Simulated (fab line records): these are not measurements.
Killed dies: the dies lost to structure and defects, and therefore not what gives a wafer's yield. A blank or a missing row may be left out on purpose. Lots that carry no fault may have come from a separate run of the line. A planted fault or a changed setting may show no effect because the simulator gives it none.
fab line records	flow sky130
[record] lots = 11	wafers = 33	last-day = 50
route steps=708 shown NWELL@34 GATE_OXIDE@200 POLY_GATE@234 SD_P@330 PAD_OPEN@708
lots untouched by any fault: they come from a run of this same line in which no faults occurred
start-h: hours from the record's first day to the start of the lot's first wafer shown	wait-h: hours since the lot's step before	" the same as in the row above	L1.1+2: a single row standing in for several wafers	- no value, or no start given	* or withheld: withheld	< > ~ a bound
route shown NAME@n: NAME is a module with steps in the file, n the number in the route of the first one	usual: mean/standard deviation taken from wafers without a fault	same: alike in all rows	chamber/n: place in a boat	sites: each site's reading	_std_site: standard deviation of those values	_edge_site: the outer-site mean with the inner-site mean subtracted	radius-mm: for every site, how far away it sits from the centre of the wafer	mask NAME#n: copy n	behind: the last tool/chamber to shape the wafer	hold: cause of the lot's hold/its duration in hours/its outcome	device: the n, p or np transistor that did not switch	end of line: tests run on the same wafers once the route is complete	for a step that has no rows: nothing shown but its recipe	killed: dies lost to structure and defects at the first sort, not the wafer's yield	map: a wafer's dies, x killed, . not, _ none there
set.NAME: the setting the step ran with; set.NAME@STEP: the setting that earlier step ran with	model.NAME: the simulator's own value behind a step, which no gauge read
steps of the route over a sample of lots; a table a step, a row a wafer
services: the hour from which a tool's chamber was out of use, counted from the record's first day as start-h (under 0 if before that day), plus the number of hours and why
[[steps]]
[step SKY_NWELL_THK_MEAS_02]
[recipe] reads = SiO2_of_NWELL_OXIDATION_01
[usual] NWELL_OXIDATION_THK = 9.94/0.21
lot.wafer	tool	chamber	start-h	wait-h	NWELL_OXIDATION_THK[nm]
L114.3	film-metro-04	-	50.42	0.0	9.94
L114.5	"	-	"	"	9.67
L114.6	"	-	"	"	9.85
L118.1	film-metro-03	-	63.61	0.0	9.79
L118.3	"	-	"	"	9.90
L118.6	"	-	"	"	9.87
L120.1	film-metro-02	-	73.40	0.0	9.83
L120.2	"	-	"	"	9.85
L120.5	"	-	"	"	9.91
L121.1	film-metro-02	-	77.25	0.0	10.14
L121.5	"	-	"	"	10.09
L121.6	"	-	"	"	10.10
L125.3	film-metro-02	-	103.59	0.0	9.96
L125.5	"	-	"	"	9.99
L125.6	"	-	"	"	9.81
L126.1	film-metro-04	-	110.40	0.0	9.97
L126.5	"	-	"	"	10.16
L126.6	"	-	"	"	9.94
L129.1	film-metro-02	-	122.97	0.0	10.07
L129.4	"	-	"	"	10.13
L129.6	"	-	"	"	10.20
L130.2	film-metro-03	-	124.37	0.0	10.17
L130.3	"	-	"	"	10.07
L130.5	"	-	"	"	10.17
L132.3	film-metro-04	-	139.24	0.0	9.75
L132.4	"	-	"	"	9.98
L132.6	"	-	"	"	9.76
L133.1	film-metro-04	-	143.62	0.0	9.70
L133.5	"	-	"	"	9.76
L133.6	"	-	"	"	9.70
L135.1	film-metro-02	-	151.61	0.0	10.08
L135.2	"	-	"	"	10.12
L135.5	"	-	"	"	10.06
[step SKY_GATE_OXIDE_STRIP_13]
[recipe] chemistry = O2/N2	power-w = 1400	pressure-mtorr = 1500	platen-temp-c = withheld	o2-flow-sccm = 3000	n2-flow-sccm = 300	overash-fraction = 0.5
[usual] drypump-motor-current-A = 5.9/0.47	o2-flow-sccm = 2998/8.7	oes-product-au = 0.716/0.0046	strip-time-to-endpoint-s = 14.19/0.036
lot.wafer	tool	chamber	start-h	wait-h	drypump-motor-current-A	o2-flow-sccm	oes-product-au	rf-hours-counter-h	strip-time-to-endpoint-s
L114.3	plasma-asher-02	1	327.84	0.0	4.9	2996	0.711	-	14.20
L114.5	"	1	"	"	4.9	2998	0.717	-	14.19
L114.6	"	0	"	"	6.5	3009	0.712	-	14.13
L118.1	plasma-asher-01	1	351.69	0.0	5.7	3008	0.709	68	14.23
L118.3	"	0	"	"	5.9	3013	0.719	-	14.20
L118.6	"	0	"	"	5.9	3007	0.720	-	14.21
L120.1	plasma-asher-01	1	365.06	0.0	5.7	3003	0.720	69	14.21
L120.2	"	0	"	"	5.9	3006	0.703	69	14.19
L120.5	"	0	"	"	5.9	3008	0.708	-	14.18
L121.1	plasma-asher-01	0	373.81	0.0	5.9	3003	0.713	70	14.18
L121.5	"	0	"	"	5.9	2996	0.713	-	14.14
L121.6	"	1	"	"	5.7	2990	0.725	-	14.14
L125.3	plasma-asher-03	0	418.44	0.0	6.1	2986	0.715	-	14.20
L125.5	"	1	"	"	6.3	3008	0.716	-	14.17
L125.6	"	0	"	"	6.1	2982	0.722	-	14.17
L126.1	plasma-asher-03	0	428.40	0.0	6.0	2999	0.716	62	14.19
L126.5	"	1	"	"	6.3	3025	0.715	-	14.19
L126.6	"	0	"	"	6.1	3010	0.717	-	14.19
L129.1	plasma-asher-03	0	455.16	0.0	6.1	2994	0.714	65	14.20
L129.4	"	0	"	"	6.1	2993	0.713	-	14.22
L129.6	"	1	"	"	6.3	3001	0.712	-	14.17
L130.2	plasma-asher-02	0	456.92	0.0	6.5	2987	0.712	33	14.22
L130.3	"	1	"	"	4.9	2993	0.714	-	14.23
L130.5	"	0	"	"	6.5	3006	0.709	-	14.22
L132.3	plasma-asher-01	0	476.38	0.0	5.9	3008	0.713	-	14.19
L132.4	"	1	"	"	5.7	2992	0.713	-	14.18
L132.6	"	1	"	"	5.7	2998	0.714	-	14.19
L133.1	plasma-asher-01	0	480.53	0.0	5.9	2998	0.726	78	14.21
L133.5	"	0	"	"	5.9	2990	0.716	-	14.18
L133.6	"	1	"	"	5.7	3003	0.715	-	14.16
L135.1	plasma-asher-02	1	495.39	0.0	4.9	3003	0.720	37	14.18
L135.2	"	0	"	"	6.6	2994	0.710	37	14.11
L135.5	"	1	"	"	4.9	2985	0.711	-	14.15
[step SKY_POLY_GATE_OXIDATION_20]
[recipe] temp-c = 850	ambient = O2	stabilise-s = 600	purge-s = 300	target-thk-a = 40	ox-time-s = 899
[usual] ox-temp-c-max = 854.9/2.1	spike-tc-bottom-C = 868/3.3	tube-center-temp-C = 850.01/0.076	tube_center_temp_C_max = 852.2/0.39	zone-power-centre-pct = 18.6/2.1	zone-power-lower-pct = 15.35/0.18
lot.wafer	tool	chamber	start-h	wait-h	ox-temp-c-max	spike-tc-bottom-C	tube-center-temp-C	tube_center_temp_C_max	zone-power-centre-pct	zone-power-lower-pct
L114.3	furnace-01	0	390.07	0.0	856.0	865	849.89	852.2	20.5	15.18
L114.5	"	0	"	"	856.6	864	849.89	852.4	20.3	15.45
L114.6	"	0	"	"	857.2	865	849.99	852.0	20.0	15.30
L114.3	furnace-02	0	391.63	0.3	853.8	872	850.14	852.1	16.1	15.62
L114.5	"	0	"	"	853.0	870	850.01	852.1	16.0	15.50
L114.6	"	0	"	"	853.4	872	849.95	852.4	16.1	15.12
L118.1	furnace-01	0	418.06	0.0	855.2	866	849.99	852.5	20.1	15.42
L118.3	"	0	"	"	854.9	864	850.06	852.1	20.1	15.17
L118.6	"	0	"	"	856.7	866	850.05	852.9	20.5	15.03
L120.1	furnace-01	0	434.82	1.1	858.2	865	850.07	852.2	20.2	15.25
L120.2	"	0	"	"	856.9	866	849.96	851.8	20.3	15.32
L120.5	"	0	"	"	857.2	865	850.03	852.1	20.5	15.32
L120.1	furnace-02	0	437.31	1.2	852.7	871	850.15	852.0	16.1	15.57
L120.2	"	0	"	"	852.4	871	849.93	852.5	16.0	15.21
L120.5	"	0	"	"	852.5	872	850.02	851.7	16.1	15.47
L121.1	furnace-02	0	440.23	1.3	852.8	872	850.19	852.7	16.3	15.35
L121.5	"	0	"	"	853.1	873	850.11	852.4	16.0	15.45
L121.6	"	0	"	"	852.5	872	850.02	851.7	16.1	15.58
L125.3	furnace-01	0	486.81	0.0	855.5	867	849.96	851.8	20.3	15.17
L125.5	"	0	"	"	855.8	866	850.03	852.2	19.9	15.47
L125.6	"	0	"	"	858.3	863	850.04	853.2	20.4	15.17
L126.1	furnace-01	0	497.28	0.0	855.4	866	850.05	852.2	20.5	15.13
L126.5	"	0	"	"	855.2	864	850.01	851.5	20.4	15.26
L126.6	"	0	"	"	855.9	866	849.98	851.8	20.5	15.75
L129.1	furnace-02	0	521.36	0.0	852.4	871	849.94	851.8	16.0	15.30
L129.4	"	0	"	"	852.6	873	849.92	851.8	15.9	15.48
L129.6	"	0	"	"	851.8	872	849.89	852.0	16.1	15.23
L130.2	furnace-01	0	523.96	0.0	857.1	866	850.01	852.5	20.4	15.31
L130.3	"	0	"	"	859.2	865	850.01	852.2	20.4	15.35
L130.5	"	0	"	"	856.7	866	850.01	853.0	20.5	15.37
L132.3	furnace-02	0	542.16	0.0	852.9	872	850.05	852.2	16.1	15.35
L132.4	"	0	"	"	853.2	872	850.14	853.0	16.3	15.39
L132.6	"	0	"	"	852.4	871	849.92	852.1	16.1	15.50
L133.1	furnace-02	0	547.60	0.6	853.4	873	849.95	852.7	16.4	15.55
L133.5	"	0	"	"	852.4	871	849.97	852.4	16.0	15.24
L133.6	"	0	"	"	852.0	872	850.19	852.1	16.0	15.47
L135.1	furnace-01	0	560.15	0.0	855.8	866	850.03	853.0	20.5	15.42
L135.2	"	0	"	"	858.0	866	850.04	851.9	20.1	15.13
L135.5	"	0	"	"	858.3	866	850.03	852.2	20.3	15.45
[step SKY_POLY_GATE_THK_MEAS_21]
[recipe] reads = SiO2_of_POLY_GATE_OXIDATION_20
[usual] POLY_GATE_OXIDATION_THK = 3.98/0.09
lot.wafer	tool	chamber	start-h	wait-h	POLY_GATE_OXIDATION_THK[nm]
L114.3	film-metro-04	-	392.96	0.1	6.86
L114.5	"	-	"	"	6.77
L114.6	"	-	"	"	6.87
L118.1	film-metro-02	-	419.31	0.0	3.99
L118.3	"	-	"	"	3.97
L118.6	"	-	"	"	3.98
L120.1	film-metro-04	-	438.62	0.1	6.68
L120.2	"	-	"	"	6.64
L120.5	"	-	"	"	6.75
L121.1	film-metro-01	-	441.48	0.0	4.00
L121.5	"	-	"	"	4.07
L121.6	"	-	"	"	3.99
L125.3	film-metro-01	-	488.08	0.0	3.91
L125.5	"	-	"	"	3.83
L125.6	"	-	"	"	3.83
L126.1	film-metro-02	-	498.53	0.0	3.94
L126.5	"	-	"	"	3.82
L126.6	"	-	"	"	3.83
L129.1	film-metro-02	-	522.61	0.0	4.06
L129.4	"	-	"	"	4.03
L129.6	"	-	"	"	4.05
L130.2	film-metro-01	-	525.21	0.0	3.76
L130.3	"	-	"	"	3.95
L130.5	"	-	"	"	3.84
L132.3	film-metro-02	-	543.43	0.0	3.91
L132.4	"	-	"	"	3.96
L132.6	"	-	"	"	3.97
L133.1	film-metro-01	-	548.85	0.0	4.00
L133.5	"	-	"	"	3.92
L133.6	"	-	"	"	3.99
L135.1	film-metro-04	-	561.40	0.0	3.88
L135.2	"	-	"	"	3.97
L135.5	"	-	"	"	3.91
[step SKY_SD_P_STRIP_10]
[recipe] chemistry = O2/N2	power-w = 1400	pressure-mtorr = 1500	platen-temp-c = withheld	o2-flow-sccm = 3000	n2-flow-sccm = 300	overash-fraction = 0.5
[usual] drypump-motor-current-A = 6.0/0.69	o2-flow-sccm = 2999/9	oes-product-au = 0.617/0.0044	strip-time-to-endpoint-s = 17.50/0.036
lot.wafer	tool	chamber	start-h	wait-h	drypump-motor-current-A	o2-flow-sccm	oes-product-au	rf-hours-counter-h	strip-time-to-endpoint-s
L114.3	plasma-asher-03	0	605.04	0.1	6.1	2993	0.618	-	17.58
L114.5	"	1	"	"	6.3	3004	0.616	-	17.53
L114.6	"	0	"	"	6.1	2991	0.619	-	17.50
L118.1	plasma-asher-02	0	633.46	0.1	6.5	3010	0.615	50	17.47
L118.3	"	0	"	"	6.6	3017	0.613	-	17.45
L118.6	"	0	"	"	6.5	3003	0.620	-	17.43
L120.1	plasma-asher-03	1	648.66	0.1	6.3	3008	0.614	84	17.47
L120.2	"	0	"	"	6.0	3006	0.618	84	17.48
L120.5	"	1	"	"	6.3	3001	0.615	-	17.51
L121.1	plasma-asher-02	1	654.41	0.1	4.9	3005	0.613	52	17.50
L121.5	"	1	"	"	4.9	2995	0.622	-	17.51
L121.6	"	0	"	"	6.6	3006	0.623	-	17.44
L125.3	plasma-asher-04	1	697.08	0.1	6.4	3012	0.619	-	17.51
L125.5	"	1	"	"	6.4	3017	0.623	-	17.50
L125.6	"	0	"	"	6.4	3003	0.617	-	17.51
L126.1	plasma-asher-02	0	705.60	0.1	6.6	2996	0.616	57	17.49
L126.5	"	1	"	"	4.9	3009	0.612	-	17.46
L126.6	"	0	"	"	6.6	3008	0.617	-	17.50
L129.1	plasma-asher-03	1	727.30	0.1	6.3	2992	0.611	92	17.44
L129.4	"	0	"	"	6.1	2991	0.621	-	17.45
L129.6	"	0	"	"	6.1	3010	0.616	-	17.46
L130.2	plasma-asher-03	0	731.21	0.1	6.1	3008	0.618	92	17.47
L130.3	"	0	"	"	6.1	2989	0.603	-	17.47
L130.5	"	0	"	"	6.1	2995	0.616	-	17.49
L132.3	plasma-asher-02	0	748.38	0.1	6.6	3005	0.613	-	17.51
L132.4	"	1	"	"	4.9	2994	0.618	-	17.50
L132.6	"	1	"	"	4.9	3002	0.622	-	17.57
L133.1	plasma-asher-02	1	754.86	0.1	4.9	2981	0.620	62	17.51
L133.5	"	1	"	"	4.9	2988	0.620	-	17.56
L133.6	"	0	"	"	6.6	2991	0.620	-	17.54
L135.1	plasma-asher-02	1	764.41	0.1	4.9	2999	0.613	63	17.54
L135.2	"	0	"	"	6.6	2997	0.616	63	17.54
L135.5	"	0	"	"	6.6	2996	0.630	-	17.52
[step SKY_PAD_OPEN_PROBE_99]
[usual] killed_at_M0_to_M3 = 43/7.6	killed_at_M4_up = 2.9/1.7	killed-at-contacts = 24/5.5	killed-at-front-end = 15/4.2	killed-at-other = 0.3/0.52	killed-dies = 86/9.4	killed-open = 47/7	killed-short = 39/6.4
[same] gross-dies = 492	killed-at-back-side = 0
lot.wafer	tool	chamber	start-h	wait-h	killed_at_M0_to_M3	killed_at_M4_up	killed-at-contacts	killed-at-front-end	killed-at-other	killed-dies	killed-open	killed-short
L120.1	prober-01	-	1120.98	0.1	53	1	15	17	1	87	42	44
L120.2	prober-01	-	1121.03	0.1	37	3	14	22	1	77	30	46
L120.5	prober-01	-	1121.18	0.2	48	2	27	11	1	89	53	35
// killed by level:class
L120.1 METAL2:geometric-particle:short=9 METAL1:geometric-particle:short=7 POLY_GATE:geometric-particle:open=6 CONTACT:geometric-particle:open=6 VIA1:geometric-particle:open=6 VIA2:geometric-particle:open=6 VIA2:geometric-particle:short=6 FIELD_ISO:geometric-particle:open=5
L120.2 VIA1:geometric-particle:open=9 FIELD_ISO:geometric-particle:short=7 VIA1:geometric-particle:short=7 LOCAL_INTERCONNECT:geometric-particle:short=6 POLY_GATE:geometric-particle:short=5 FIELD_ISO:geometric-particle:open=4 POLY_GATE:geometric-particle:open=4 METAL1:geometric-particle:short=4
L120.5 VIA1:geometric-particle:open=19 CONTACT:geometric-particle:open=7 LI_CONTACT:geometric-particle:open=6 LI_CONTACT:geometric-particle:short=5 VIA2:geometric-particle:open=5 LOCAL_INTERCONNECT:geometric-particle:short=5 METAL1:geometric-particle:short=5 VIA3:geometric-particle:open=5
[[services]]
tool	chamber	start-h	hours	kind
plasma-asher-02	-	315.89	3.8	repair
plasma-asher-01	-	346.57	3.3	pm
plasma-asher-01	-	381.34	15.6	pm
plasma-asher-04	-	385.59	1.0	repair
plasma-asher-04	-	413.98	1.1	repair
plasma-asher-02	-	417.11	0.5	repair
plasma-asher-04	-	421.25	9.0	pm
plasma-asher-01	-	445.88	14.6	pm
furnace-01	-	466.78	3.5	pm
furnace-01	-	500.90	3.2	repair
furnace-01	-	546.20	2.6	pm
furnace-02	-	576.02	2.9	pm
plasma-asher-04	-	586.69	2.5	repair
furnace-02	-	590.58	4.2	pm
plasma-asher-02	-	604.89	8.3	repair
furnace-01	-	611.22	9.7	pm
plasma-asher-03	-	616.61	0.9	repair
furnace-01	-	634.65	3.4	pm
plasma-asher-01	-	733.75	9.0	pm
plasma-asher-01	0	733.75	9.0	vent-cycle
plasma-asher-01	1	733.75	9.0	vent-cycle
plasma-asher-01	0	742.75	-	clean
furnace-01	-	744.88	4.9	repair
furnace-02	-	758.80	3.6	pm
[[key]]
[first-sign] step = SKY_POLY_GATE_OXIDATION_20	reading = visit	direction = added
[effect] step = SKY_POLY_GATE_THK_MEAS_21	reading = POLY_GATE_OXIDATION_THK	direction = up	sigmas = 31	usual = 3.98	struck = 6.76
met-at SKY_POLY_GATE_OXIDATION_20
struck-lots L114,L120
tester-left-out L114,L120
not-acting-at SKY_NWELL_THK_MEAS_02,SKY_GATE_OXIDE_STRIP_13,SKY_SD_P_STRIP_10
[fault] kind = repeated-step-whole	tool = furnace-01,furnace-02	chamber = -	onset-h = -	steps = SKY_POLY_GATE_OXIDATION_20	times = 1	scope = struck-lots-only
// tester-left-out: of these lots the tester's yield and bins aren't shown, on N5 and GAA mostly nor the transistor test; their killed dies are dies lost to structure and defects alone, not to doping, threshold or leakage, so they don't give the yield
